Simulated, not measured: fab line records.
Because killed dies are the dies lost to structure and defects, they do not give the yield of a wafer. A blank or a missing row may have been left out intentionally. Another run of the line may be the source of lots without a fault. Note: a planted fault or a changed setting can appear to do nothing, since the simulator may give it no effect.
fab line records	flow gf180mcu	part 1 of 2: steps 1 to 29 of 37
record: lots: 5	wafers: 15	last-day: 34
route steps=602 shown LVPWELL@138 MVPSD@139 VT_IMPLANT@140 DUAL_GATE@141 POLY_GATE@157
lots that met no fault: taken from a fault-free run of the same line
start-h: hours from the record's first day to the start of the lot's first wafer shown	wait-h: hours since the lot's step before	" the same as in the row above	L1.1+2: a single row standing in for several wafers	- no value, or no start given	* or withheld: withheld	< > ~ a bound
route shown NAME@n: names a module that has steps shown in the file, with the first one's number in the route	usual: mean/standard deviation taken from wafers without a fault	same: alike in all rows	chamber/n: place in a boat	sites: per-site readings	_std_site: standard deviation across them	_edge_site: mean of outer sites minus mean of inner sites	radius-mm: how far each site lies from the wafer's centre	mask NAME#n: copy n	behind: tool/chamber where the wafer was last shaped	hold: cause of the lot's hold/its duration in hours/its outcome	device: which transistor (n, p or np) failed to switch	end of line: the tests these same wafers got at the end of their route	a step without rows: its recipe alone	killed: dies lost to structure and defects at the first sort, not the wafer's yield	map: dies across one wafer; x = killed, . = not, _ = none there
set.NAME: the setting the step ran with; set.NAME@STEP: the setting that earlier step ran with	model.NAME: the simulator's own value behind a step, which no gauge read
lots seen at some steps along the route; tables by step, rows by wafer
services: when a tool's chamber went out of use (start-h, in hours from the record's first day, below 0 if earlier), for how many hours, and the reason
== steps ==
step: GF_VT_IMPLANT_RS_MEAS_48
recipe: thk-meas-gauge: four-point-probe
usual: LVPWELL_RS: 1196.2/2.3
lot.wafer	tool	chamber	start-h	wait-h	LVPWELL_RS[ohm/sq]
L077.1	film-metro-04	-	177.51	0.1	1199.4
L077.2	"	-	"	"	1194.0
L077.4	"	-	"	"	1198.0
L078.2	film-metro-04	-	184.83	0.1	1199.4
L078.3	"	-	"	"	1195.0
L078.4	"	-	"	"	1197.9
L081.2	film-metro-01	-	207.56	0.1	1195.9
L081.5	"	-	"	"	1193.7
L081.6	"	-	"	"	1196.3
L087.2	film-metro-01	-	245.58	0.1	1196.8
L087.3	"	-	"	"	1200.3
L087.6	"	-	"	"	1196.7
L097.1	film-metro-04	-	311.97	0.1	1195.4
L097.5	"	-	"	"	1194.5
L097.6	"	-	"	"	1193.7
step: GF_VT_IMPLANT_RS_MEAS_49
recipe: thk-meas-gauge: four-point-probe
usual: MVPSD_RS: 1168.0/2.6
lot.wafer	tool	chamber	start-h	wait-h	MVPSD_RS[ohm/sq]
L077.1	film-metro-04	-	177.63	0.1	1170.1
L077.2	"	-	"	"	1168.4
L077.4	"	-	"	"	1167.4
L078.2	film-metro-04	-	184.95	0.1	1171.4
L078.3	"	-	"	"	1171.3
L078.4	"	-	"	"	1171.9
L081.2	film-metro-01	-	207.68	0.1	1167.6
L081.5	"	-	"	"	1168.1
L081.6	"	-	"	"	1169.5
L087.2	film-metro-01	-	245.70	0.1	1168.4
L087.3	"	-	"	"	1166.7
L087.6	"	-	"	"	1168.7
L097.1	film-metro-04	-	312.09	0.1	1165.2
L097.5	"	-	"	"	1165.4
L097.6	"	-	"	"	1166.4
step: GF_VT_IMPLANT_WET_ETCH_50
recipe: chemistry: dHF	target-depth-nm: 20	target: SiO2	temp-c: 25	dilution: 100:1	time-s: 400
usual: bath-heat-duty-pct: 6.1/0.69
same: time-s: 400
lot.wafer	tool	chamber	start-h	wait-h	bath-heat-duty-pct
L077.1	wet-bench-01	2	177.75	0.1	6.3
L077.2	"	2	"	"	6.6
L077.4	"	2	"	"	5.9
L078.2	wet-bench-01	1	185.05	0.1	4.6
L078.3	"	1	"	"	5.6
L078.4	"	1	"	"	5.1
L081.2	wet-bench-03	3	207.78	0.1	6.3
L081.5	"	3	"	"	6.5
L081.6	"	3	"	"	6.9
L087.2	wet-bench-04	1	245.80	0.1	5.4
L087.3	"	1	"	"	5.8
L087.6	"	1	"	"	5.7
L097.1	wet-bench-03	2	312.21	0.1	6.1
L097.5	"	2	"	"	6.5
L097.6	"	2	"	"	5.1
step: GF_DUAL_GATE_CLEAN_00
recipe: chemistry: SC1/SC2	mix: 1:4:20	temp-c: 70	time-s: 150
usual: bath-heat-duty-pct: 13.5/1.2
same: time-s: 150
lot.wafer	tool	chamber	start-h	wait-h	bath-heat-duty-pct
L077.1	wet-bench-04	2	177.88	0.0	13.3
L077.2	"	2	"	"	14.1
L077.4	"	2	"	"	14.8
L078.2	wet-bench-03	0	185.18	0.0	12.4
L078.3	"	0	"	"	13.6
L078.4	"	0	"	"	13.7
L081.2	wet-bench-01	1	207.90	0.0	11.9
L081.5	"	1	"	"	12.4
L081.6	"	1	"	"	11.9
L087.2	wet-bench-03	1	245.93	0.0	12.8
L087.3	"	1	"	"	13.6
L087.6	"	1	"	"	13.8
L097.1	wet-bench-04	3	312.34	0.0	14.7
L097.5	"	3	"	"	15.0
L097.6	"	3	"	"	13.5
step: GF_DUAL_GATE_CLEAN_01
recipe: chemistry: dHF	time-s: 20	dilution: 100:1	dry: ipa-marangoni
same: time-s: 20
lot.wafer	tool	chamber	start-h	wait-h
L077.1+2+4	wet-bench-03	1	177.93	0.0
L078.2+3+4	wet-bench-01	2	185.23	0.0
L081.2+5+6	wet-bench-03	3	207.95	0.0
L087.2+3+6	wet-bench-04	2	245.98	0.0
L097.1+5+6	wet-bench-03	1	312.39	0.0
step: GF_DUAL_GATE_OXIDATION_02
recipe: temp-c: 900	ambient: O2	stabilise-s: 600	purge-s: 300	target-thk-a: 108.87	ox-time-s: 1602
usual: spike-tc-upper-C: 900.8/1.1	zone-power-bottom-pct: 29/3.1
lot.wafer	tool	chamber	start-h	wait-h	spike-tc-upper-C	zone-power-bottom-pct
L077.1	furnace-01	0	178.90	1.0	901.9	31
L077.2	"	0	"	"	900.4	32
L077.4	"	0	"	"	899.6	32
L078.2	furnace-02	0	187.08	1.8	901.0	26
L078.3	"	0	"	"	900.7	25
L078.4	"	0	"	"	900.8	26
L081.2	furnace-02	0	209.32	1.4	900.6	25
L081.5	"	0	"	"	900.4	26
L081.6	"	0	"	"	901.6	25
L087.2	furnace-01	0	246.51	0.5	902.0	32
L087.3	"	0	"	"	901.7	32
L087.6	"	0	"	"	900.1	32
L097.1	furnace-01	0	312.41	0.0	900.1	32
L097.5	"	0	"	"	904.2	32
L097.6	"	0	"	"	899.7	32
step: GF_DUAL_GATE_THK_MEAS_03
recipe: reads: SiO2_of_DUAL_GATE_OXIDATION_02
usual: DUAL_GATE_OXIDATION_00_THK: 10.91/0.23
lot.wafer	tool	chamber	start-h	wait-h	DUAL_GATE_OXIDATION_00_THK[nm]
L077.1	film-metro-03	-	180.35	0.0	11.03
L077.2	"	-	"	"	11.06
L077.4	"	-	"	"	10.92
L078.2	film-metro-03	-	188.54	0.0	11.30
L078.3	"	-	"	"	11.18
L078.4	"	-	"	"	11.11
L081.2	film-metro-03	-	210.77	0.0	11.08
L081.5	"	-	"	"	11.31
L081.6	"	-	"	"	11.01
L087.2	film-metro-03	-	247.97	0.0	10.64
L087.3	"	-	"	"	10.76
L087.6	"	-	"	"	10.66
L097.1	film-metro-01	-	313.85	0.0	11.05
L097.5	"	-	"	"	10.87
L097.6	"	-	"	"	10.82
step: GF_DUAL_GATE_DEHYDRATE_04
recipe: temp-c: 200	time-s: 60
same: time-s: 60
lot.wafer	tool	chamber	start-h	wait-h
L077.1+2+4	litho-track-04	0	188.01	7.6
L078.2+3+4	litho-track-01	0	196.55	8.0
L081.2+5+6	litho-track-04	0	219.13	8.3
L087.2+3+6	litho-track-02	0	256.86	8.9
L097.1+5+6	litho-track-02	0	323.94	10.1
step: GF_DUAL_GATE_HMDS_05
recipe: prime-time-s: 60	prime-temp-c: 120
usual: prime-temp-c: 120.03/0.15
lot.wafer	tool	chamber	start-h	wait-h	prime-temp-c
L077.1	litho-track-04	0	188.16	0.1	120.09
L077.2	"	0	"	"	120.08
L077.4	"	0	"	"	120.41
L078.2	litho-track-01	0	196.70	0.1	120.08
L078.3	"	0	"	"	119.84
L078.4	"	0	"	"	120.15
L081.2	litho-track-04	0	219.28	0.1	119.99
L081.5	"	0	"	"	119.95
L081.6	"	0	"	"	119.96
L087.2	litho-track-02	0	257.01	0.1	120.18
L087.3	"	0	"	"	120.01
L087.6	"	0	"	"	119.92
L097.1	litho-track-02	0	324.09	0.1	120.08
L097.5	"	0	"	"	120.10
L097.6	"	0	"	"	119.94
step: GF_DUAL_GATE_COAT_06
recipe: resist: NOVOLAK	spin-rpm: 3000	resist-thk-nm: 1000
usual: spin-speed-rpm: 2999.9/2.2
lot.wafer	tool	chamber	start-h	wait-h	spin-speed-rpm
L077.1	litho-track-04	0	188.31	0.1	2997.6
L077.2	"	0	"	"	3001.2
L077.4	"	0	"	"	3000.8
L078.2	litho-track-01	0	196.85	0.1	3000.1
L078.3	"	0	"	"	2997.5
L078.4	"	0	"	"	2996.7
L081.2	litho-track-04	0	219.43	0.1	2995.6
L081.5	"	0	"	"	2999.7
L081.6	"	0	"	"	2999.1
L087.2	litho-track-02	0	257.16	0.1	2995.8
L087.3	"	0	"	"	3000.0
L087.6	"	0	"	"	2998.6
L097.1	litho-track-02	0	324.24	0.1	2999.0
L097.5	"	0	"	"	3003.5
L097.6	"	0	"	"	2997.8
step: GF_DUAL_GATE_SOFTBAKE_07
recipe: temp-c: 90	time-s: 60	resist: NOVOLAK
same: time-s: 60
lot.wafer	tool	chamber	start-h	wait-h
L077.1+2+4	litho-track-04	0	188.46	0.1
L078.2+3+4	litho-track-01	0	197.00	0.1
L081.2+5+6	litho-track-04	0	219.58	0.1
L087.2+3+6	litho-track-02	0	257.31	0.1
L097.1+5+6	litho-track-02	0	324.39	0.1
step: GF_DUAL_GATE_EXPOSE_08
recipe: mask-id: Dualgate	target-cd-nm: 700	na: 0.6	source-shape: conventional	sigma-outer: 0.6	dose-mj: 140
usual: exposure-dose-mJ-cm2: 140.01/0.14
lot.wafer	tool	chamber	start-h	wait-h	mask	exposure-dose-mJ-cm2
L077.1	iline-stepper-01	0	-	-	Dualgate#0	139.91
L077.2	"	0	"	"	Dualgate#0	140.07
L077.4	"	0	"	"	Dualgate#0	140.18
L078.2	iline-stepper-01	0	-	-	Dualgate#0	140.00
L078.3	"	0	"	"	Dualgate#0	140.08
L078.4	"	0	"	"	Dualgate#0	140.05
L081.2	iline-stepper-02	0	-	-	Dualgate#0	139.95
L081.5	"	0	"	"	Dualgate#0	140.22
L081.6	"	0	"	"	Dualgate#0	139.97
L087.2	iline-stepper-01	0	-	-	Dualgate#0	140.03
L087.3	"	0	"	"	Dualgate#0	140.20
L087.6	"	0	"	"	Dualgate#0	140.05
L097.1	iline-stepper-01	0	-	-	Dualgate#0	139.93
L097.5	"	0	"	"	Dualgate#0	140.06
L097.6	"	0	"	"	Dualgate#0	140.15
step: GF_DUAL_GATE_PEB_09
recipe: temp-c: withheld	time-s: *	resist: NOVOLAK
same: time-s: *
lot.wafer	tool	chamber	start-h	wait-h
L077.1+2+4	litho-track-01	0	-	-
L078.2+3+4	litho-track-01	0	-	-
L081.2+5+6	litho-track-01	0	-	-
L087.2+3+6	litho-track-01	0	-	-
L097.1+5+6	litho-track-04	0	-	-
step: GF_DUAL_GATE_DEVELOP_10
recipe: develop-time-s: 60	dev-temp-c: 23
lot.wafer	tool	chamber	start-h	wait-h
L077.1+2+4	litho-track-01	0	197.28	0.1
L078.2+3+4	litho-track-01	0	205.30	0.1
L081.2+5+6	litho-track-01	0	228.15	0.1
L087.2+3+6	litho-track-01	0	266.25	0.1
L097.1+5+6	litho-track-04	0	334.40	0.1
step: GF_DUAL_GATE_OVL_MEAS_11
usual: DUAL_GATE_OVL: 0.3/1.8
lot.wafer	tool	chamber	start-h	wait-h	DUAL_GATE_OVL[nm]
L077.1	overlay-01	-	197.43	0.1	-0.7
L077.2	"	-	"	"	-1.1
L077.4	"	-	"	"	-1.7
L078.2	overlay-01	-	205.43	0.1	-2.1
L078.3	"	-	"	"	-0.8
L078.4	"	-	"	"	-0.3
L081.2	overlay-02	-	228.28	0.1	2.6
L081.5	"	-	"	"	0.7
L081.6	"	-	"	"	3.4
L087.2	overlay-01	-	266.38	0.1	0.4
L087.3	"	-	"	"	-2.1
L087.6	"	-	"	"	-3.3
L097.1	overlay-02	-	334.55	0.1	-2.0
L097.5	"	-	"	"	-0.8
L097.6	"	-	"	"	-0.8
step: GF_DUAL_GATE_WET_ETCH_12
recipe: chemistry: dHF	target-depth-nm: 13	dry: n2-spin	target: SiO2	temp-c: 25	dilution: 100:1	time-s: 260
usual: bath-heat-duty-pct: 6.2/0.64
same: time-s: 260
lot.wafer	tool	chamber	start-h	wait-h	bath-heat-duty-pct
L077.1	wet-bench-01	2	197.46	0.0	6.5
L077.2	"	2	"	"	6.5
L077.4	"	2	"	"	6.1
L078.2	wet-bench-04	0	205.46	0.0	5.8
L078.3	"	0	"	"	5.9
L078.4	"	0	"	"	6.3
L081.2	wet-bench-01	3	228.31	0.0	7.1
L081.5	"	3	"	"	6.3
L081.6	"	3	"	"	7.1
L087.2	wet-bench-01	3	266.41	0.0	8.0
L087.3	"	3	"	"	6.4
L087.6	"	3	"	"	6.7
L097.1	wet-bench-03	0	334.59	0.0	6.5
L097.5	"	0	"	"	6.2
L097.6	"	0	"	"	6.7
step: GF_DUAL_GATE_STRIP_13
recipe: chemistry: O2/N2	power-w: 1400	pressure-mtorr: 1500	platen-temp-c: 250	o2-flow-sccm: 3000	n2-flow-sccm: 300	overash-fraction: 0.5
usual: drypump-motor-current-A: 5.70/0.12	heater-power-w: 348/12	oes-product-au: 0.716/0.0041	strip-time-to-endpoint-s: 12.64/0.038
lot.wafer	tool	chamber	start-h	wait-h	drypump-motor-current-A	heater-power-w	oes-product-au	rf-hours-counter-h	strip-time-to-endpoint-s
L077.1	plasma-asher-03	0	197.55	0.0	5.73	323	0.714	9	12.63
L077.2	"	1	"	"	5.73	366	0.721	9	12.66
L077.4	"	1	"	"	5.70	378	0.712	-	12.62
L078.2	plasma-asher-04	0	205.54	0.0	5.85	360	0.718	40	12.57
L078.3	"	1	"	"	5.75	342	0.717	-	12.57
L078.4	"	0	"	"	5.86	363	0.712	-	12.55
L081.2	plasma-asher-02	1	228.39	0.0	5.80	352	0.718	62	12.60
L081.5	"	0	"	"	5.52	347	0.720	-	12.63
L081.6	"	1	"	"	5.80	352	0.720	-	12.64
L087.2	plasma-asher-02	0	266.49	0.0	5.52	338	0.712	66	12.66
L087.3	"	1	"	"	5.78	361	0.718	-	12.62
L087.6	"	0	"	"	5.53	342	0.709	-	12.64
L097.1	plasma-asher-02	0	334.67	0.0	5.54	338	0.713	73	12.67
L097.5	"	1	"	"	5.80	344	0.710	-	12.69
L097.6	"	0	"	"	5.51	340	0.709	-	12.68
step: GF_DUAL_GATE_CLEAN_14
recipe: chemistry: SC1/SC2	mix: 1:4:20	temp-c: 70	time-s: 150	dry: n2-spin
usual: bath-heat-duty-pct: 13.0/1.2
same: time-s: 150
lot.wafer	tool	chamber	start-h	wait-h	bath-heat-duty-pct
L077.1	wet-bench-04	1	197.65	0.1	12.8
L077.2	"	1	"	"	11.7
L077.4	"	1	"	"	12.8
L078.2	wet-bench-01	1	205.64	0.1	13.2
L078.3	"	1	"	"	11.5
L078.4	"	1	"	"	12.6
L081.2	wet-bench-04	0	228.49	0.1	12.5
L081.5	"	0	"	"	13.3
L081.6	"	0	"	"	11.6
L087.2	wet-bench-04	0	266.59	0.1	13.0
L087.3	"	0	"	"	12.3
L087.6	"	0	"	"	12.6
L097.1	wet-bench-03	3	334.77	0.1	14.8
L097.5	"	3	"	"	14.5
L097.6	"	3	"	"	15.2
step: GF_DUAL_GATE_OXIDATION_15
recipe: temp-c: 850	ambient: O2	stabilise-s: 600	purge-s: 300	target-thk-a: 70.98	ox-time-s: 1995
usual: spike-tc-upper-C: 850.7/1	zone-power-bottom-pct: 25.2/2.8
lot.wafer	tool	chamber	start-h	wait-h	spike-tc-upper-C	zone-power-bottom-pct
L077.1	furnace-02	0	197.70	0.0	850.3	23.1
L077.2	"	0	"	"	852.9	23.0
L077.4	"	0	"	"	850.6	22.7
L078.2	furnace-02	0	206.51	0.8	850.3	22.9
L078.3	"	0	"	"	850.3	22.6
L078.4	"	0	"	"	852.2	22.6
L081.2	furnace-02	0	228.54	0.0	852.5	23.0
L081.5	"	0	"	"	849.7	23.0
L081.6	"	0	"	"	850.0	22.9
L087.2	furnace-01	0	266.73	0.1	852.5	28.5
L087.3	"	0	"	"	848.2	28.7
L087.6	"	0	"	"	852.0	28.6
L097.1	furnace-02	0	335.12	0.3	851.0	22.4
L097.5	"	0	"	"	850.2	23.1
L097.6	"	0	"	"	850.3	22.4
step: GF_POLY_GATE_CVD_00
recipe: material: poly-Si	target-thk-nm: 200	temp-c: 620	time-s: 1200	pressure-mtorr: 200
usual: spike-tc-upper-C: 620.4/1.2	zone-power-bottom-pct: 12.3/0.69
same: time-s: 1200
lot.wafer	tool	chamber	start-h	wait-h	spike-tc-upper-C	zone-power-bottom-pct
L077.1	lpcvd-01	0	199.26	0.0	619.5	12.9
L077.2	"	0	"	"	620.3	13.1
L077.4	"	0	"	"	622.0	13.2
L078.2	lpcvd-02	1	208.56	0.5	620.0	11.6
L078.3	"	1	"	"	618.5	12.0
L078.4	"	1	"	"	620.1	11.7
L081.2	lpcvd-02	1	230.10	0.0	621.4	12.1
L081.5	"	1	"	"	620.6	11.7
L081.6	"	1	"	"	620.9	11.7
L087.2	lpcvd-01	1	268.28	0.0	621.7	13.1
L087.3	"	1	"	"	619.5	13.2
L087.6	"	1	"	"	622.0	13.2
L097.1	lpcvd-02	1	336.68	0.0	621.6	11.5
L097.5	"	1	"	"	619.7	11.8
L097.6	"	1	"	"	619.1	11.8
step: GF_POLY_GATE_THK_MEAS_01
recipe: reads: poly-Si_of_POLY_GATE_CVD_00
usual: POLY_GATE_CVD_00_THK: 200.0/1.6
lot.wafer	tool	chamber	start-h	wait-h	POLY_GATE_CVD_00_THK[nm]
L077.1	film-metro-04	-	200.59	0.0	201.1
L077.2	"	-	"	"	201.9
L077.4	"	-	"	"	199.9
L078.2	film-metro-04	-	209.90	0.0	199.4
L078.3	"	-	"	"	200.6
L078.4	"	-	"	"	202.2
L081.2	film-metro-04	-	232.11	0.0	201.2
L081.5	"	-	"	"	199.8
L081.6	"	-	"	"	200.7
L087.2	film-metro-04	-	269.63	0.0	199.4
L087.3	"	-	"	"	198.5
L087.6	"	-	"	"	200.7
L097.1	film-metro-04	-	338.01	0.0	200.5
L097.5	"	-	"	"	197.9
L097.6	"	-	"	"	199.0
step: GF_POLY_GATE_DEHYDRATE_02
recipe: temp-c: 200	time-s: 60
same: time-s: 60
lot.wafer	tool	chamber	start-h	wait-h
L077.1+2+4	litho-track-03	0	208.77	8.2
L078.2+3+4	litho-track-03	0	217.85	7.9
L081.2+5+6	litho-track-03	0	240.39	8.3
L087.2+3+6	litho-track-03	0	278.59	9.0
L097.1+5+6	litho-track-02	0	347.99	10.0
step: GF_POLY_GATE_HMDS_03
recipe: prime-time-s: 60	prime-temp-c: 120
usual: prime-temp-c: 120.00/0.14
lot.wafer	tool	chamber	start-h	wait-h	prime-temp-c
L077.1	litho-track-03	0	208.92	0.1	120.18
L077.2	"	0	"	"	120.07
L077.4	"	0	"	"	120.22
L078.2	litho-track-03	0	218.00	0.1	120.02
L078.3	"	0	"	"	119.70
L078.4	"	0	"	"	120.00
L081.2	litho-track-03	0	240.54	0.1	120.01
L081.5	"	0	"	"	120.09
L081.6	"	0	"	"	120.07
L087.2	litho-track-03	0	278.74	0.1	120.09
L087.3	"	0	"	"	120.07
L087.6	"	0	"	"	120.02
L097.1	litho-track-02	0	348.14	0.1	119.75
L097.5	"	0	"	"	120.04
L097.6	"	0	"	"	119.65
step: GF_POLY_GATE_COAT_04
recipe: resist: BARC	temp-c: withheld	time-s: withheld	spin-rpm: withheld	resist-thk-nm: withheld
lot.wafer	tool	chamber	start-h	wait-h
L077.1+2+4	litho-track-03	0	209.07	0.1
L078.2+3+4	litho-track-03	0	218.15	0.1
L081.2+5+6	litho-track-03	0	240.69	0.1
L087.2+3+6	litho-track-03	0	278.89	0.1
L097.1+5+6	litho-track-02	0	348.29	0.1
step: GF_POLY_GATE_COAT_05
recipe: resist: KrF	spin-rpm: withheld	resist-thk-nm: 700
lot.wafer	tool	chamber	start-h	wait-h
L077.1+2+4	litho-track-03	0	-	-
L078.2+3+4	litho-track-03	0	-	-
L081.2+5+6	litho-track-03	0	-	-
L087.2+3+6	litho-track-03	0	-	-
L097.1+5+6	litho-track-02	0	-	-
step: GF_POLY_GATE_SOFTBAKE_06
recipe: temp-c: 130	time-s: 60	resist: KrF
same: time-s: 60
lot.wafer	tool	chamber	start-h	wait-h
L077.1+2+4	litho-track-03	0	-	-
L078.2+3+4	litho-track-03	0	-	-
L081.2+5+6	litho-track-03	0	-	-
L087.2+3+6	litho-track-03	0	-	-
L097.1+5+6	litho-track-02	0	-	-
step: GF_POLY_GATE_EXPOSE_07
recipe: mask-id: Poly2	target-cd-nm: 280	na: 0.68	source-shape: conventional	sigma-outer: 0.6	dose-mj: 28
usual: exposure-dose-mJ-cm2: 27.992/0.025
lot.wafer	tool	chamber	start-h	wait-h	mask	exposure-dose-mJ-cm2
L077.1	krf-scanner-02	0	-	-	Poly2#0	27.953
L077.2	"	0	"	"	Poly2#0	27.971
L077.4	"	0	"	"	Poly2#0	28.000
L078.2	krf-scanner-02	0	-	-	Poly2#0	27.999
L078.3	"	0	"	"	Poly2#0	27.972
L078.4	"	0	"	"	Poly2#0	28.000
L081.2	krf-scanner-02	0	-	-	Poly2#0	27.967
L081.5	"	0	"	"	Poly2#0	27.987
L081.6	"	0	"	"	Poly2#0	28.022
L087.2	krf-scanner-01	0	-	-	Poly2#0	28.007
L087.3	"	0	"	"	Poly2#0	28.026
L087.6	"	0	"	"	Poly2#0	27.988
L097.1	krf-scanner-01	0	-	-	Poly2#0	28.019
L097.5	"	0	"	"	Poly2#0	27.992
L097.6	"	0	"	"	Poly2#0	27.975
step: GF_POLY_GATE_PEB_08
recipe: peb-temp-c: 135	peb-time-s: 90	resist: KrF
lot.wafer	tool	chamber	start-h	wait-h
L077.1+2+4	litho-track-01	0	-	-
L078.2+3+4	litho-track-01	0	-	-
L081.2+5+6	litho-track-03	0	-	-
L087.2+3+6	litho-track-03	0	-	-
L097.1+5+6	litho-track-01	0	-	-
step: GF_POLY_GATE_DEVELOP_09
recipe: develop-time-s: 60	resist: KrF	dev-temp-c: 21
lot.wafer	tool	chamber	start-h	wait-h
L077.1+2+4	litho-track-01	0	217.78	0.2
L078.2+3+4	litho-track-01	0	227.20	0.2
L081.2+5+6	litho-track-03	0	250.54	0.2
L087.2+3+6	litho-track-03	0	288.79	0.2
L097.1+5+6	litho-track-01	0	358.78	0.2
